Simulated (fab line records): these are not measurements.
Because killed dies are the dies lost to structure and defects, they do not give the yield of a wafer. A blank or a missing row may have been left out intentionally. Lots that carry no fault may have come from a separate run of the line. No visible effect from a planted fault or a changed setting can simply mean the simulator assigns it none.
Which tool is to blame? ; flow gf180mcu ; 12 lots with 36 wafers sampled at 6 steps, on a route of 602 steps

## WHAT THE GAUGES READ, wafer by wafer
GF_SAB_OVL_MEAS_10. Usual: SAB_OVL -0.8 nm, standard deviation 1.4.
lot;measured;on;SAB_OVL (nm);flag
L833;day 15 06:17;overlay-02;0.6 -0.2 -0.6;
L834;day 15 12:39;overlay-02;-2.8 -1.9 -3.4;
L835;day 15 23:57;overlay-02;-0.6 -0.4 -0.2;
L837;day 16 16:02;overlay-01;-2.4 -0.9 -1.8;
L842;day 18 10:17;overlay-01;-0.7 -2.2 -2.0;
L845;day 19 07:39;overlay-02;0.5 -2.2 -0.8;
L846;day 19 17:28;overlay-01;-1.4 -1.3 0.5;
L847;day 19 23:19;overlay-01;-1.7 -1.1 -0.6;
L850;day 21 04:00;overlay-02;0.3 -0.9 -2.9;
L851;day 21 15:01;overlay-01;-2.1 0.0 -2.1;
L853;day 22 13:34;overlay-02;0.7 0.7 1.7;
L855;day 23 00:45;overlay-01;-0.8 -1.1 -3.0;

GF_CONTACT_RS_MEAS_25: measures by four-point-probe. Usual: CONTACT_W_RS 0.383 ohm/sq, standard deviation 0.0041.
lot;measured;on;CONTACT_W_RS (ohm/sq);flag
L833;day 16 06:40;filmMetro-04;0.383 0.380 0.378;
L834;day 16 13:30;filmMetro-04;0.382 0.386 0.383;
L835;day 17 00:56;filmMetro-04;0.373 0.380 0.371;
L837;day 17 17:20;filmMetro-04;0.377 0.383 0.382;
L842;day 19 13:16;filmMetro-01;0.436 0.382 0.443;OFF
L845;day 20 09:56;filmMetro-01;0.447 0.381 0.438;OFF
L846;day 20 19:53;filmMetro-04;0.441 0.442 0.439;OFF
L847;day 21 01:34;filmMetro-03;0.384 0.441 0.380;OFF
L850;day 22 05:29;filmMetro-03;0.385 0.383 0.379;
L851;day 22 16:28;filmMetro-03;0.390 0.387 0.382;
L853;day 23 14:16;filmMetro-03;0.384 0.384 0.384;
L855;day 24 00:49;filmMetro-01;0.378 0.384 0.380;

GF_CONTACT_THK_MEAS_26: measures by xrf. Usual: CONTACT_W_THK 305 nm, standard deviation 4.
lot;measured;on;CONTACT_W_THK (nm);flag
L833;day 16 06:47;filmMetro-04;308 311 312;
L834;day 16 13:37;filmMetro-04;307 305 308;
L835;day 17 01:02;filmMetro-04;315 310 314;
L837;day 17 17:26;filmMetro-04;311 307 307;
L842;day 19 13:23;filmMetro-01;272 305 270;OFF
L845;day 20 10:03;filmMetro-01;268 310 272;OFF
L846;day 20 20:00;filmMetro-04;272 273 273;OFF
L847;day 21 01:40;filmMetro-03;302 268 304;OFF
L850;day 22 05:37;filmMetro-03;304 305 308;
L851;day 22 16:33;filmMetro-03;298 303 306;
L853;day 23 14:23;filmMetro-03;304 304 304;
L855;day 24 00:56;filmMetro-01;308 303 305;

GF_M1_CD_MEAS_14: target cd 230 nm. Usual: cdNm at 230.1 nm, with a standard deviation of 1.2.
lot;measured;on;cdNm (nm);flag
L833;day 17 05:53;cdSem-02;228.8 228.1 227.3;
L834;day 17 13:40;cdSem-02;231.7 230.5 230.4;
L835;day 18 01:01;cdSem-01;229.6 230.3 231.1;
L837;day 18 17:54;cdSem-02;230.4 230.3 231.5;
L842;day 20 14:16;cdSem-02;231.3 229.8 230.9;
L845;day 21 10:33;cdSem-01;230.5 230.2 229.8;
L846;day 21 19:56;cdSem-02;229.3 228.3 229.3;
L847;day 22 01:11;cdSem-02;229.3 229.2 229.6;
L850;day 23 05:01;cdSem-01;230.9 231.0 231.1;
L851;day 23 15:11;cdSem-02;229.9 229.1 229.7;
L853;day 24 13:31;cdSem-02;228.2 228.5 229.7;
L855;day 24 23:40;cdSem-02;230.3 230.4 230.2;

## WHICH TOOL RAN EACH LOT (tool, then ch and the chambers of the sampled wafers, then the start)
lot;GF_PSD_STRIP_10;GF_CONTACT_CVD_24
L833;plasmaAsher-02 ch 0, day 14 08:41;cvdW-01 ch 0,1, day 16 06:34
L834;plasmaAsher-03 ch 0,1, day 14 14:35;cvdW-02 ch 0,1, day 16 13:23
L835;plasmaAsher-03 ch 0,1, day 15 01:35;cvdW-01 ch 0,1, day 17 00:49
L837;plasmaAsher-02 ch 0, day 15 17:59;cvdW-01 ch 0,1, day 17 17:13
L842;plasmaAsher-03 ch 0,1, day 17 10:59;cvdW-01 ch 0,1, day 19 13:10
L845;plasmaAsher-03 ch 0,1, day 18 07:08;cvdW-01 ch 0,1, day 20 09:49
L846;plasmaAsher-02 ch 0,1, day 18 17:14;cvdW-01 ch 0, day 20 19:47
L847;plasmaAsher-03 ch 0,1, day 18 23:29;cvdW-01 ch 0,1, day 21 01:26
L850;plasmaAsher-01 ch 0,1, day 20 04:11;cvdW-02 ch 0,1, day 22 05:23
L851;plasmaAsher-02 ch 0,1, day 20 15:01;cvdW-02 ch 0,1, day 22 16:20
L853;plasmaAsher-03 ch 0,1, day 21 14:23;cvdW-02 ch 0,1, day 23 14:10
L855;plasmaAsher-02 ch 0,1, day 22 01:47;cvdW-02 ch 0,1, day 24 00:43
- GF_PSD_STRIP_10: strips in O2/N2.
- GF_CONTACT_CVD_24: deposits W, target thk 300 nm, time 90.339 s.

## AS READ BY THE TOOLS THEMSELVES (means over the sampled wafers that have a number; for cases with no such wafer, the mark the record gives instead)
GF_PSD_STRIP_10. Usual: drypumpMotorCurrentA 5.7 A, standard deviation 0.47; heaterPowerW 367 W, standard deviation 60; oesProductAu 0.592 a.u., standard deviation 0.005; platenTempC 249.95 C, standard deviation 0.17; stripTimeToEndpointS 16.54 s, standard deviation 0.039.
lot;tool;drypumpMotorCurrentA (A);heaterPowerW (W);oesProductAu (a.u.);platenTempC (C);stripTimeToEndpointS (s);flag
L833;plasmaAsher-02;5.9;472;0.590;250.12;16.61;
L834;plasmaAsher-03;5.9;331;0.595;249.89;16.51;
L835;plasmaAsher-03;6.0;330;0.588;249.93;16.49;
L837;plasmaAsher-02;6.0;484;0.587;249.99;16.48;
L842;plasmaAsher-03;6.0;339;0.588;249.91;16.49;
L845;plasmaAsher-03;6.1;342;0.589;249.92;16.59;
L846;plasmaAsher-02;5.3;388;0.588;249.82;16.53;
L847;plasmaAsher-03;5.9;330;0.596;250.15;16.52;
L850;plasmaAsher-01;5.4;335;0.595;250.11;16.52;
L851;plasmaAsher-02;5.3;394;0.591;250.03;16.56;
L853;plasmaAsher-03;6.0;327;0.592;249.87;16.58;
L855;plasmaAsher-02;5.6;432;0.594;249.52;16.55;

GF_CONTACT_CVD_24. Usual: heaterPowerW at 815 W, with a standard deviation of 89.
lot;tool;heaterPowerW (W);flag
L833;cvdW-01;804;
L834;cvdW-02;800;
L835;cvdW-01;875;
L837;cvdW-01;811;
L842;cvdW-01;883;
L845;cvdW-01;882;
L846;cvdW-01;945;
L847;cvdW-01;818;
L850;cvdW-02;793;
L851;cvdW-02;752;
L853;cvdW-02;795;
L855;cvdW-02;795;

## THE ANSWER, worked out from the rows above alone
Rule: take the mean of a lot's wafers that have a number; if it is more than 3 standard deviations from the usual mean, the lot is off. Also off: a lot with no number at a reading for which 4 or more lots have one. Any other lot the step has rows for is counted as sound. Order of review: gauges by route order, followed by the tools' own readings, for which a lot's mean as printed above is used. At the first step where some lot is off, the reading lying furthest off is the one used; lots without a number count as furthest.
Off: L842, L845, L846, L847, seen at GF_CONTACT_RS_MEAS_25 (CONTACT_W_RS).
If a tool, at a process step before that reading, ran all the lots that are off and no sound lot after the first of them, it fits. Those tools and the gauges at GF_CONTACT_RS_MEAS_25 are tried in the same way. One fits: GF_CONTACT_CVD_24 on cvdW-01. A fault onset in the window from L837 (day 17 17:13, its last sound lot) to L842 (day 19 13:10, its first lot off) fits.

## WHAT THE SIMULATOR HAD PUT IN
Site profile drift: cvdW-01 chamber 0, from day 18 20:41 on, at GF_CONTACT_CVD_24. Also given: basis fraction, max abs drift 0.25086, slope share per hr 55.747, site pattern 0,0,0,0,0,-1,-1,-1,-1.
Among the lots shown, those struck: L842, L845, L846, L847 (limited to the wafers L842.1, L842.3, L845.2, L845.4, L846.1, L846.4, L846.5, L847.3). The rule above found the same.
